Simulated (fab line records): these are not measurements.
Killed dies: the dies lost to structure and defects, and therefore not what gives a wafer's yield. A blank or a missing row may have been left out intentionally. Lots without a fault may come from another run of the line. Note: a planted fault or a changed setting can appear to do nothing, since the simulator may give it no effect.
Which tool was responsible? || flow gf180mcu || 72 wafers from 24 lots sampled at 6 of the route's 602 steps

## WHAT THE GAUGES SHOWED, per wafer
GF_NWELL_TW_MEAS_11. Usual: NWELL_TW gives 1554 (standard deviation 12).
{"lot": "L074", "measured": "day 3 07:02", "on": "film metro-01", "NWELL_TW": "1544 1545 1543", "flag": ""}
{"lot": "L075", "measured": "day 3 12:50", "on": "film metro-02", "NWELL_TW": "1558 1562 1549", "flag": ""}
{"lot": "L076", "measured": "day 3 20:20", "on": "film metro-02", "NWELL_TW": "1556 1562 1555", "flag": ""}
{"lot": "L077", "measured": "day 4 03:04", "on": "film metro-03", "NWELL_TW": "1561 1564 1569", "flag": ""}
{"lot": "L078", "measured": "day 4 09:23", "on": "film metro-02", "NWELL_TW": "1549 1544 1539", "flag": ""}
{"lot": "L079", "measured": "day 4 13:25", "on": "film metro-03", "NWELL_TW": "1571 1568 1573", "flag": ""}
{"lot": "L080", "measured": "day 4 17:23", "on": "film metro-03", "NWELL_TW": "1560 1560 1558", "flag": ""}
{"lot": "L081", "measured": "day 5 02:32", "on": "film metro-02", "NWELL_TW": "1554 1564 1553", "flag": ""}
{"lot": "L082", "measured": "day 5 05:05", "on": "film metro-03", "NWELL_TW": "1559 1567 1566", "flag": ""}
{"lot": "L083", "measured": "day 5 09:28", "on": "film metro-03", "NWELL_TW": "1558 1566 1568", "flag": ""}
{"lot": "L084", "measured": "day 5 12:59", "on": "film metro-02", "NWELL_TW": "1548 1544 1546", "flag": ""}
{"lot": "L085", "measured": "day 5 21:59", "on": "film metro-02", "NWELL_TW": "1561 1540 1552", "flag": ""}
{"lot": "L086", "measured": "day 6 04:05", "on": "film metro-01", "NWELL_TW": "1549 1546 1551", "flag": ""}
{"lot": "L087", "measured": "day 6 05:47", "on": "film metro-02", "NWELL_TW": "1538 1537 1538", "flag": ""}
{"lot": "L088", "measured": "day 6 09:56", "on": "film metro-03", "NWELL_TW": "1572 1577 1573", "flag": ""}
{"lot": "L089", "measured": "day 6 17:23", "on": "film metro-01", "NWELL_TW": "1539 1539 1551", "flag": ""}
{"lot": "L090", "measured": "day 6 22:58", "on": "film metro-01", "NWELL_TW": "1551 1545 1550", "flag": ""}
{"lot": "L091", "measured": "day 7 04:52", "on": "film metro-01", "NWELL_TW": "1540 1542 1540", "flag": ""}
{"lot": "L092", "measured": "day 7 11:47", "on": "film metro-02", "NWELL_TW": "1556 1560 1556", "flag": ""}
{"lot": "L093", "measured": "day 7 15:02", "on": "film metro-03", "NWELL_TW": "1573 1571 1573", "flag": ""}
{"lot": "L094", "measured": "day 7 21:17", "on": "film metro-03", "NWELL_TW": "1557 1568 1567", "flag": ""}
{"lot": "L095", "measured": "day 8 02:49", "on": "film metro-01", "NWELL_TW": "1538 1530 1529", "flag": ""}
{"lot": "L096", "measured": "day 8 07:05", "on": "film metro-01", "NWELL_TW": "1539 1545 1532", "flag": ""}
{"lot": "L097", "measured": "day 8 13:23", "on": "film metro-02", "NWELL_TW": "1541 1558 1547", "flag": ""}

GF_NSD_CD_MEAS_07: target cd 400 nm. Usual: cd nm 400.7 nm, standard deviation 2.7.
{"lot": "L074", "measured": "day 13 02:25", "on": "cd sem-01", "cd nm (nm)": "402.5 402.0 401.3", "flag": ""}
{"lot": "L075", "measured": "day 13 11:11", "on": "cd sem-02", "cd nm (nm)": "398.4 397.9 397.2", "flag": ""}
{"lot": "L076", "measured": "day 14 02:25", "on": "cd sem-01", "cd nm (nm)": "401.4 402.5 401.5", "flag": ""}
{"lot": "L077", "measured": "day 14 14:20", "on": "cd sem-01", "cd nm (nm)": "402.6 404.0 400.5", "flag": ""}
{"lot": "L078", "measured": "day 14 18:21", "on": "cd sem-02", "cd nm (nm)": "401.9 404.2 403.2", "flag": ""}
{"lot": "L079", "measured": "day 15 05:56", "on": "cd sem-02", "cd nm (nm)": "400.9 400.1 401.2", "flag": ""}
{"lot": "L080", "measured": "day 15 12:39", "on": "cd sem-01", "cd nm (nm)": "398.0 398.6 398.0", "flag": ""}
{"lot": "L081", "measured": "day 16 02:45", "on": "cd sem-01", "cd nm (nm)": "401.0 403.3 402.4", "flag": ""}
{"lot": "L082", "measured": "day 16 03:04", "on": "cd sem-01", "cd nm (nm)": "405.7 405.3 405.6", "flag": ""}
{"lot": "L083", "measured": "day 16 07:59", "on": "cd sem-02", "cd nm (nm)": "396.6 396.7 397.6", "flag": ""}
{"lot": "L084", "measured": "day 16 15:21", "on": "cd sem-02", "cd nm (nm)": "396.4 400.1 400.0", "flag": ""}
{"lot": "L085", "measured": "day 17 01:44", "on": "cd sem-01", "cd nm (nm)": "396.8 400.1 399.6", "flag": ""}
{"lot": "L086", "measured": "day 17 12:02", "on": "cd sem-01", "cd nm (nm)": "401.4 403.7 402.2", "flag": ""}
{"lot": "L087", "measured": "day 17 20:31", "on": "cd sem-02", "cd nm (nm)": "400.8 403.1 401.1", "flag": ""}
{"lot": "L088", "measured": "day 18 02:21", "on": "cd sem-02", "cd nm (nm)": "399.0 399.9 400.1", "flag": ""}
{"lot": "L089", "measured": "day 18 12:30", "on": "cd sem-01", "cd nm (nm)": "401.9 403.1 402.4", "flag": ""}
{"lot": "L090", "measured": "day 18 23:19", "on": "cd sem-01", "cd nm (nm)": "404.1 403.3 402.0", "flag": ""}
{"lot": "L091", "measured": "day 19 04:44", "on": "cd sem-01", "cd nm (nm)": "398.3 399.0 398.2", "flag": ""}
{"lot": "L092", "measured": "day 19 17:15", "on": "cd sem-01", "cd nm (nm)": "405.3 405.3 404.0", "flag": ""}
{"lot": "L093", "measured": "day 19 20:26", "on": "cd sem-01", "cd nm (nm)": "396.0 396.2 396.4", "flag": ""}
{"lot": "L094", "measured": "day 20 10:45", "on": "cd sem-02", "cd nm (nm)": "403.5 402.0 403.7", "flag": ""}
{"lot": "L095", "measured": "day 20 17:17", "on": "cd sem-01", "cd nm (nm)": "392.4 395.1 395.7", "flag": ""}
{"lot": "L096", "measured": "day 20 22:11", "on": "cd sem-01", "cd nm (nm)": "402.7 404.3 401.0", "flag": ""}
{"lot": "L097", "measured": "day 21 01:10", "on": "cd sem-01", "cd nm (nm)": "400.5 398.8 398.7", "flag": ""}

GF_CONTACT_BOW_MEAS_05. Usual: CONTACT_BOW gives 65 um (standard deviation 7.1).
{"lot": "L074", "measured": "day 14 21:16", "on": "film metro-03", "CONTACT_BOW (um)": "61 72 58", "flag": ""}
{"lot": "L075", "measured": "day 15 07:10", "on": "film metro-01", "CONTACT_BOW (um)": "60 61 61", "flag": ""}
{"lot": "L076", "measured": "day 15 23:59", "on": "film metro-01", "CONTACT_BOW (um)": "65 63 60", "flag": ""}
{"lot": "L077", "measured": "day 16 11:48", "on": "film metro-02", "CONTACT_BOW (um)": "59 58 69", "flag": ""}
{"lot": "L078", "measured": "day 16 17:13", "on": "film metro-01", "CONTACT_BOW (um)": "80 67 59", "flag": ""}
{"lot": "L079", "measured": "day 17 04:53", "on": "film metro-03", "CONTACT_BOW (um)": "63 67 55", "flag": ""}
{"lot": "L080", "measured": "day 17 12:16", "on": "film metro-02", "CONTACT_BOW (um)": "58 70 57", "flag": ""}
{"lot": "L081", "measured": "day 18 03:09", "on": "film metro-02", "CONTACT_BOW (um)": "71 71 83", "flag": ""}
{"lot": "L082", "measured": "day 18 03:28", "on": "film metro-02", "CONTACT_BOW (um)": "59 72 70", "flag": ""}
{"lot": "L083", "measured": "day 18 08:22", "on": "film metro-01", "CONTACT_BOW (um)": "62 62 68", "flag": ""}
{"lot": "L084", "measured": "day 18 17:01", "on": "film metro-01", "CONTACT_BOW (um)": "61 67 74", "flag": ""}
{"lot": "L085", "measured": "day 19 03:10", "on": "film metro-02", "CONTACT_BOW (um)": "69 70 61", "flag": ""}
{"lot": "L086", "measured": "day 19 15:03", "on": "film metro-02", "CONTACT_BOW (um)": "57 63 50", "flag": ""}
{"lot": "L087", "measured": "day 19 23:25", "on": "film metro-02", "CONTACT_BOW (um)": "63 68 71", "flag": ""}
{"lot": "L088", "measured": "day 20 05:41", "on": "film metro-02", "CONTACT_BOW (um)": "63 53 53", "flag": ""}
{"lot": "L089", "measured": "day 20 15:46", "on": "film metro-02", "CONTACT_BOW (um)": "63 61 56", "flag": ""}
{"lot": "L090", "measured": "day 21 02:52", "on": "film metro-02", "CONTACT_BOW (um)": "61 68 65", "flag": ""}
{"lot": "L091", "measured": "day 21 08:30", "on": "film metro-03", "CONTACT_BOW (um)": "69 61 72", "flag": ""}
{"lot": "L092", "measured": "day 21 19:54", "on": "film metro-03", "CONTACT_BOW (um)": "63 69 60", "flag": ""}
{"lot": "L093", "measured": "day 21 23:17", "on": "film metro-01", "CONTACT_BOW (um)": "66 53 69", "flag": ""}
{"lot": "L094", "measured": "day 22 13:09", "on": "film metro-02", "CONTACT_BOW (um)": "64 59 70", "flag": ""}
{"lot": "L095", "measured": "day 22 19:34", "on": "film metro-02", "CONTACT_BOW (um)": "52 61 59", "flag": ""}
{"lot": "L096", "measured": "day 22 23:22", "on": "film metro-02", "CONTACT_BOW (um)": "63 68 55", "flag": ""}
{"lot": "L097", "measured": "day 23 02:25", "on": "film metro-02", "CONTACT_BOW (um)": "66 51 65", "flag": ""}

GF_V4_BOW_MEAS_05. Usual: V4_BOW gives 133 um (standard deviation 9.6).
{"lot": "L074", "measured": "day 23 04:07", "on": "film metro-01", "V4_BOW (um)": "129 139 128", "flag": ""}
{"lot": "L075", "measured": "day 23 14:01", "on": "film metro-03", "V4_BOW (um)": "128 126 128", "flag": ""}
{"lot": "L076", "measured": "day 24 07:23", "on": "film metro-03", "V4_BOW (um)": "140 137 133", "flag": ""}
{"lot": "L077", "measured": "day 24 18:55", "on": "film metro-03", "V4_BOW (um)": "132 131 143", "flag": ""}
{"lot": "L078", "measured": "day 25 01:49", "on": "film metro-01", "V4_BOW (um)": "147 132 126", "flag": ""}
{"lot": "L079", "measured": "day 25 10:20", "on": "film metro-03", "V4_BOW (um)": "137 140 131", "flag": ""}
{"lot": "L080", "measured": "day 25 18:40", "on": "film metro-02", "V4_BOW (um)": "127 138 127", "flag": ""}
{"lot": "L081", "measured": "day 26 06:53", "on": "film metro-03", "V4_BOW (um)": "145 142 156", "flag": ""}
{"lot": "L082", "measured": "day 26 08:53", "on": "film metro-02", "V4_BOW (um)": "123 137 131", "flag": ""}
{"lot": "L083", "measured": "day 26 12:02", "on": "film metro-01", "V4_BOW (um)": "121 120 125", "flag": ""}
{"lot": "L084", "measured": "day 26 19:30", "on": "film metro-01", "V4_BOW (um)": "116 122 131", "flag": ""}
{"lot": "L085", "measured": "day 27 03:18", "on": "film metro-01", "V4_BOW (um)": "134 137 129", "flag": ""}
{"lot": "L086", "measured": "day 27 15:04", "on": "film metro-03", "V4_BOW (um)": "116 121 110", "flag": ""}
{"lot": "L087", "measured": "day 27 22:22", "on": "film metro-02", "V4_BOW (um)": "138 141 144", "flag": ""}
{"lot": "L088", "measured": "day 28 00:04", "on": "film metro-02", "V4_BOW (um)": "143 131 132", "flag": ""}
{"lot": "L089", "measured": "day 28 10:49", "on": "film metro-03", "V4_BOW (um)": "137 134 129", "flag": ""}
{"lot": "L090", "measured": "day 28 20:59", "on": "film metro-02", "V4_BOW (um)": "131 138 132", "flag": ""}
{"lot": "L091", "measured": "day 29 01:20", "on": "film metro-02", "V4_BOW (um)": "140 129 142", "flag": ""}
{"lot": "L092", "measured": "day 29 09:39", "on": "film metro-03", "V4_BOW (um)": "139 144 138", "flag": ""}
{"lot": "L093", "measured": "day 29 13:22", "on": "film metro-01", "V4_BOW (um)": "131 117 133", "flag": ""}
{"lot": "L094", "measured": "day 29 22:07", "on": "film metro-02", "V4_BOW (um)": "129 122 133", "flag": ""}
{"lot": "L095", "measured": "day 30 03:46", "on": "film metro-03", "V4_BOW (um)": "123 131 129", "flag": ""}
{"lot": "L096", "measured": "day 30 07:53", "on": "film metro-03", "V4_BOW (um)": "129 131 119", "flag": ""}
{"lot": "L097", "measured": "day 30 11:13", "on": "film metro-03", "V4_BOW (um)": "142 126 143", "flag": ""}

## WHAT TOOL EACH LOT RAN ON (gives the tool, then ch and the chambers of the sampled wafers, and finally the start)
{"lot": "L074", "GF_M1_SPUTTER_04": "pvd sputter-03, day 15 19:44", "GF_V2_SPUTTER_22": "pvd sputter-04, day 19 23:22"}
{"lot": "L075", "GF_M1_SPUTTER_04": "pvd sputter-03, day 16 06:07", "GF_V2_SPUTTER_22": "pvd sputter-01, day 20 09:40"}
{"lot": "L076", "GF_M1_SPUTTER_04": "pvd sputter-01, day 17 00:05", "GF_V2_SPUTTER_22": "pvd sputter-04, day 21 03:52"}
{"lot": "L077", "GF_M1_SPUTTER_04": "pvd sputter-04, day 17 11:57", "GF_V2_SPUTTER_22": "pvd sputter-02, day 21 17:27"}
{"lot": "L078", "GF_M1_SPUTTER_04": "pvd sputter-01, day 17 17:34", "GF_V2_SPUTTER_22": "pvd sputter-02, day 21 23:01"}
{"lot": "L079", "GF_M1_SPUTTER_04": "pvd sputter-04, day 18 05:22", "GF_V2_SPUTTER_22": "pvd sputter-02, day 22 11:04"}
{"lot": "L080", "GF_M1_SPUTTER_04": "pvd sputter-04, day 18 13:36", "GF_V2_SPUTTER_22": "pvd sputter-01, day 22 19:40"}
{"lot": "L081", "GF_M1_SPUTTER_04": "pvd sputter-01, day 19 04:27", "GF_V2_SPUTTER_22": "pvd sputter-04, day 23 09:52"}
{"lot": "L082", "GF_M1_SPUTTER_04": "pvd sputter-03, day 19 04:34", "GF_V2_SPUTTER_22": "pvd sputter-01, day 23 10:20"}
{"lot": "L083", "GF_M1_SPUTTER_04": "pvd sputter-03, day 19 09:55", "GF_V2_SPUTTER_22": "pvd sputter-02, day 23 15:13"}
{"lot": "L084", "GF_M1_SPUTTER_04": "pvd sputter-01, day 19 19:53", "GF_V2_SPUTTER_22": "pvd sputter-02, day 23 21:27"}
{"lot": "L085", "GF_M1_SPUTTER_04": "pvd sputter-04, day 20 05:02", "GF_V2_SPUTTER_22": "pvd sputter-01, day 24 07:40"}
{"lot": "L086", "GF_M1_SPUTTER_04": "pvd sputter-01, day 20 17:31", "GF_V2_SPUTTER_22": "pvd sputter-02, day 24 18:43"}
{"lot": "L087", "GF_M1_SPUTTER_04": "pvd sputter-03, day 21 01:26", "GF_V2_SPUTTER_22": "pvd sputter-04, day 25 01:24"}
{"lot": "L088", "GF_M1_SPUTTER_04": "pvd sputter-01, day 21 07:08", "GF_V2_SPUTTER_22": "pvd sputter-04, day 25 06:13"}
{"lot": "L089", "GF_M1_SPUTTER_04": "pvd sputter-03, day 21 16:44", "GF_V2_SPUTTER_22": "pvd sputter-04, day 25 16:09"}
{"lot": "L090", "GF_M1_SPUTTER_04": "pvd sputter-03, day 22 03:58", "GF_V2_SPUTTER_22": "pvd sputter-04, day 26 02:55"}
{"lot": "L091", "GF_M1_SPUTTER_04": "pvd sputter-03, day 22 10:22", "GF_V2_SPUTTER_22": "pvd sputter-04, day 26 07:21"}
{"lot": "L092", "GF_M1_SPUTTER_04": "pvd sputter-01, day 22 21:16", "GF_V2_SPUTTER_22": "pvd sputter-02, day 26 17:01"}
{"lot": "L093", "GF_M1_SPUTTER_04": "pvd sputter-04, day 22 23:40", "GF_V2_SPUTTER_22": "pvd sputter-01, day 26 21:07"}
{"lot": "L094", "GF_M1_SPUTTER_04": "pvd sputter-04, day 23 13:24", "GF_V2_SPUTTER_22": "pvd sputter-01, day 27 07:05"}
{"lot": "L095", "GF_M1_SPUTTER_04": "pvd sputter-01, day 23 20:11", "GF_V2_SPUTTER_22": "pvd sputter-01, day 27 13:50"}
{"lot": "L096", "GF_M1_SPUTTER_04": "pvd sputter-01, day 24 00:36", "GF_V2_SPUTTER_22": "pvd sputter-04, day 27 18:01"}
{"lot": "L097", "GF_M1_SPUTTER_04": "pvd sputter-01, day 24 02:55", "GF_V2_SPUTTER_22": "pvd sputter-04, day 27 21:23"}
- GF_M1_SPUTTER_04: material TiN, target thk 50 nm, time 41.7 s.
- GF_V2_SPUTTER_22: material TiN, target thk 10 nm, time 40 s.

## WHAT THE TOOLS THEMSELVES READ (means of the sampled wafers that have a number; where no wafer has one, the mark that the record gives instead)
GF_M1_SPUTTER_04. Usual: throttle valve pct 29.2 %, standard deviation 0.91.
{"lot": "L074", "tool": "pvd sputter-03", "throttle valve pct (%)": 29.6, "flag": ""}
{"lot": "L075", "tool": "pvd sputter-03", "throttle valve pct (%)": 29.4, "flag": ""}
{"lot": "L076", "tool": "pvd sputter-01", "throttle valve pct (%)": 30.1, "flag": ""}
{"lot": "L077", "tool": "pvd sputter-04", "throttle valve pct (%)": 29.3, "flag": ""}
{"lot": "L078", "tool": "pvd sputter-01", "throttle valve pct (%)": 29.6, "flag": ""}
{"lot": "L079", "tool": "pvd sputter-04", "throttle valve pct (%)": 29.4, "flag": ""}
{"lot": "L080", "tool": "pvd sputter-04", "throttle valve pct (%)": 29.6, "flag": ""}
{"lot": "L081", "tool": "pvd sputter-01", "throttle valve pct (%)": 27.8, "flag": ""}
{"lot": "L082", "tool": "pvd sputter-03", "throttle valve pct (%)": 29.5, "flag": ""}
{"lot": "L083", "tool": "pvd sputter-03", "throttle valve pct (%)": 30.1, "flag": ""}
{"lot": "L084", "tool": "pvd sputter-01", "throttle valve pct (%)": 29.2, "flag": ""}
{"lot": "L085", "tool": "pvd sputter-04", "throttle valve pct (%)": 29.2, "flag": ""}
{"lot": "L086", "tool": "pvd sputter-01", "throttle valve pct (%)": 29.0, "flag": ""}
{"lot": "L087", "tool": "pvd sputter-03", "throttle valve pct (%)": 29.7, "flag": ""}
{"lot": "L088", "tool": "pvd sputter-01", "throttle valve pct (%)": 27.9, "flag": ""}
{"lot": "L089", "tool": "pvd sputter-03", "throttle valve pct (%)": 29.2, "flag": ""}
{"lot": "L090", "tool": "pvd sputter-03", "throttle valve pct (%)": 29.4, "flag": ""}
{"lot": "L091", "tool": "pvd sputter-03", "throttle valve pct (%)": 29.2, "flag": ""}
{"lot": "L092", "tool": "pvd sputter-01", "throttle valve pct (%)": 28.6, "flag": ""}
{"lot": "L093", "tool": "pvd sputter-04", "throttle valve pct (%)": 29.3, "flag": ""}
{"lot": "L094", "tool": "pvd sputter-04", "throttle valve pct (%)": 29.6, "flag": ""}
{"lot": "L095", "tool": "pvd sputter-01", "throttle valve pct (%)": 29.3, "flag": ""}
{"lot": "L096", "tool": "pvd sputter-01", "throttle valve pct (%)": 29.1, "flag": ""}
{"lot": "L097", "tool": "pvd sputter-01", "throttle valve pct (%)": 29.1, "flag": ""}

GF_V2_SPUTTER_22. Usual: throttle valve pct 29.3 %, standard deviation 0.79.
{"lot": "L074", "tool": "pvd sputter-04", "throttle valve pct (%)": 29.2, "flag": ""}
{"lot": "L075", "tool": "pvd sputter-01", "throttle valve pct (%)": 28.9, "flag": ""}
{"lot": "L076", "tool": "pvd sputter-04", "throttle valve pct (%)": 29.6, "flag": ""}
{"lot": "L077", "tool": "pvd sputter-02", "throttle valve pct (%)": 29.5, "flag": ""}
{"lot": "L078", "tool": "pvd sputter-02", "throttle valve pct (%)": 29.0, "flag": ""}
{"lot": "L079", "tool": "pvd sputter-02", "throttle valve pct (%)": 29.6, "flag": ""}
{"lot": "L080", "tool": "pvd sputter-01", "throttle valve pct (%)": 29.1, "flag": ""}
{"lot": "L081", "tool": "pvd sputter-04", "throttle valve pct (%)": 28.9, "flag": ""}
{"lot": "L082", "tool": "pvd sputter-01", "throttle valve pct (%)": 29.6, "flag": ""}
{"lot": "L083", "tool": "pvd sputter-02", "throttle valve pct (%)": 29.7, "flag": ""}
{"lot": "L084", "tool": "pvd sputter-02", "throttle valve pct (%)": 30.2, "flag": ""}
{"lot": "L085", "tool": "pvd sputter-01", "throttle valve pct (%)": 28.4, "flag": ""}
{"lot": "L086", "tool": "pvd sputter-02", "throttle valve pct (%)": 29.5, "flag": ""}
{"lot": "L087", "tool": "pvd sputter-04", "throttle valve pct (%)": 29.1, "flag": ""}
{"lot": "L088", "tool": "pvd sputter-04", "throttle valve pct (%)": 29.8, "flag": ""}
{"lot": "L089", "tool": "pvd sputter-04", "throttle valve pct (%)": 29.7, "flag": ""}
{"lot": "L090", "tool": "pvd sputter-04", "throttle valve pct (%)": 29.5, "flag": ""}
{"lot": "L091", "tool": "pvd sputter-04", "throttle valve pct (%)": 29.4, "flag": ""}
{"lot": "L092", "tool": "pvd sputter-02", "throttle valve pct (%)": 29.3, "flag": ""}
{"lot": "L093", "tool": "pvd sputter-01", "throttle valve pct (%)": 28.9, "flag": ""}
{"lot": "L094", "tool": "pvd sputter-01", "throttle valve pct (%)": 29.5, "flag": ""}
{"lot": "L095", "tool": "pvd sputter-01", "throttle valve pct (%)": 29.3, "flag": ""}
{"lot": "L096", "tool": "pvd sputter-04", "throttle valve pct (%)": 29.4, "flag": ""}
{"lot": "L097", "tool": "pvd sputter-04", "throttle valve pct (%)": 29.1, "flag": ""}

## THE ANSWER, worked out from the rows above alone
Rule: take the mean of a lot's wafers that have a number; if it is more than 3 standard deviations from the usual mean, the lot is off. A lot without any number at a reading at which 4 lots or more have one is off too. Any other lot the step has rows for is counted as sound. After the gauges, taken in route order, come the tools' own readings; for these a lot's mean is taken, as printed above. The first step at which some lot is off is used, and at that step the reading that is off furthest; a lot without a number counts as furthest.
No lot is off at any reading shown: from this, nothing can be told.

## WHAT WAS PUT IN BY THE SIMULATOR
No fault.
